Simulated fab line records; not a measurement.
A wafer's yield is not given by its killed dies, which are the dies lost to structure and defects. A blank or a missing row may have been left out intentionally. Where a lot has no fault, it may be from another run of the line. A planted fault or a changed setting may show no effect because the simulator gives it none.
A lot that was struck, set against a sound lot || flow sky130 || 15 steps out of a route of 708
Sound: wafers L350.4, L350.5, L350.6. Wafers struck: L343.3, L343.4, L343.6. The cause comes at the end.
Per side, at each step with rows, come the tool, then ch with its chambers, and then its first start. Under that, the readings that differ: sound wafers || struck wafers || difference of the means || sigmas: that difference in standard deviations of wafers without a fault.
alike: readings with means less than 2 such deviations apart, plus words and numbers identical on both sides. not compared: withheld readings, readings lacking a value on some wafer, bounds such as >300 that could conceal the same value, and numbers that have no deviation in the record and whose values overlap.
The two part at a step that has a row with sigmas, a row that says differs or no value, or rows on one side only. Numbers that don't overlap but have no deviation are shown without sigmas and don't part them. Lack of a reading on every wafer of one side parts them only where that side has two or more wafers.

first, 4 steps without rows for these wafers: SKY_VIA2_SOFTBAKE_08 (time 90 s); SKY_VIA2_EXPOSE_09 (exposes mask VIM2, target cd 200 nm); SKY_VIA2_PEB_10; SKY_VIA2_DEVELOP_11 (develop time 60 s).
SKY_VIA2_CD_MEAS_12 targets a cd of 200 nm.
  struck on cd-sem-01, day 39 08:45; sound on cd-sem-01, day 41 04:46
  alike: cd-nm
SKY_VIA2_OVL_MEAS_13:
  struck on overlay-02, day 39 08:50; sound on overlay-02, day 41 04:51
  alike: VIA2_OVL
SKY_VIA2_ETCH_14: etches BARC in N2/H2, stops on SiO2, time 45.9 s, target depth 60 nm.
  sound on rie-diel-02 ch 0,2,3, day 41 04:52; struck on rie-diel-02 ch 2,3, day 39 08:52
  alike: drypump-motor-current-A, oes-product-au, throttle-valve-pct
  not compared: rf-hours-counter-h
SKY_VIA2_ETCH_15: etches SiO2 in C4F8/O2/Ar, stops on TiN, target depth 546 nm, time 84 s.
  sound on rie-diel-02 ch 0,2,3, day 41 04:55; struck on rie-diel-02 ch 2,3, day 39 08:55
  alike: oes-product-au
  not compared: rf-hours-counter-h
SKY_VIA2_STRIP_16: strips in O2/N2.
  sound on plasma-asher-02 ch 0,1, day 41 05:01; struck on plasma-asher-02 ch 0,1, day 39 09:01
  alike: drypump-motor-current-A, oes-product-au, strip-time-to-endpoint-s
  not compared: rf-hours-counter-h
then, 3 steps without rows for these wafers: SKY_VIA2_STRIP_17 (strips in post etch residue remover, time 1200 s); SKY_VIA2_CLEAN_18 (cleans in IPA, time 180 s); SKY_VIA2_CLEAN_19 (cleans in O3/DIW).
SKY_VIA2_SPUTTER_20: material TiN, target thk 20 nm, time 80 s.
  struck on pvd-sputter-02, day 39 09:34; sound on pvd-sputter-02, day 41 05:34
  no value came back on the struck wafers for cathode-dc-power-W (W), chamber-pressure-pa (Pa), throttle-valve-pct (%); on the sound wafers cathode-dc-power-W (W) reads 4000.1 4001.9 3999.6
SKY_VIA2_CVD_21: deposits W, target thk 420 nm, time 126.4 s.
  sound on cvd-w-01 ch 0,1, day 41 05:41; struck on cvd-w-01 ch 0,1, day 39 09:40
  alike: heater-power-w
-- the record jumps here: 9 days lie between the struck wafers' starts before and after (it left off in module VIA2 and takes up again in module PAD_OPEN, whose first step shown is number 708 of the route) --
SKY_PAD_OPEN_PROBE_99:
  struck on prober-02, day 48 07:59; sound on prober-01, day 49 15:56
{"reading": "hold", "sound": "- - -", "struck": "await-dispo/1.8h/release await-dispo/1.8h/release await-dispo/1.8h/release", "difference": "no value on the sound wafers", "sigmas": ""}
{"reading": "defect-limited-yield (%)", "sound": "82.3 80.1 82.3", "struck": "0 0 0", "difference": -82, "sigmas": -45}
{"reading": "killed_at_M0_to_M3", "sound": "38 45 44", "struck": "453 459 460", "difference": "+415", "sigmas": "+66"}
{"reading": "killed-dies", "sound": "87 98 87", "struck": "492 492 492", "difference": "+401", "sigmas": "+46"}
{"reading": "killed-on-rim", "sound": "21 24 16", "struck": "96 96 96", "difference": "+76", "sigmas": "+20"}
{"reading": "sort_bin_5_function (%)", "sound": "11.4 12.4 10.0", "struck": "93.5 94.1 94.1", "difference": "+82.6", "sigmas": "+64"}
{"reading": "sort-n-pass", "sound": "405 394 405", "struck": "0 0 0", "difference": -401, "sigmas": -46}
{"reading": "sort-yield-pct (%)", "sound": "82.3 80.1 82.3", "struck": "0 0 0", "difference": -82, "sigmas": -45}
  alike: killed_at_M4_up, killed-at-contacts, killed-at-front-end, killed-at-other, killed-open, killed-short, sort_bin_3_pad_short, sort_bin_6_memory

## WHERE THEY PART
Earliest at SKY_VIA2_SPUTTER_20; latest, in this record, at SKY_PAD_OPEN_PROBE_99.

WHY: whatever the simulator had introduced
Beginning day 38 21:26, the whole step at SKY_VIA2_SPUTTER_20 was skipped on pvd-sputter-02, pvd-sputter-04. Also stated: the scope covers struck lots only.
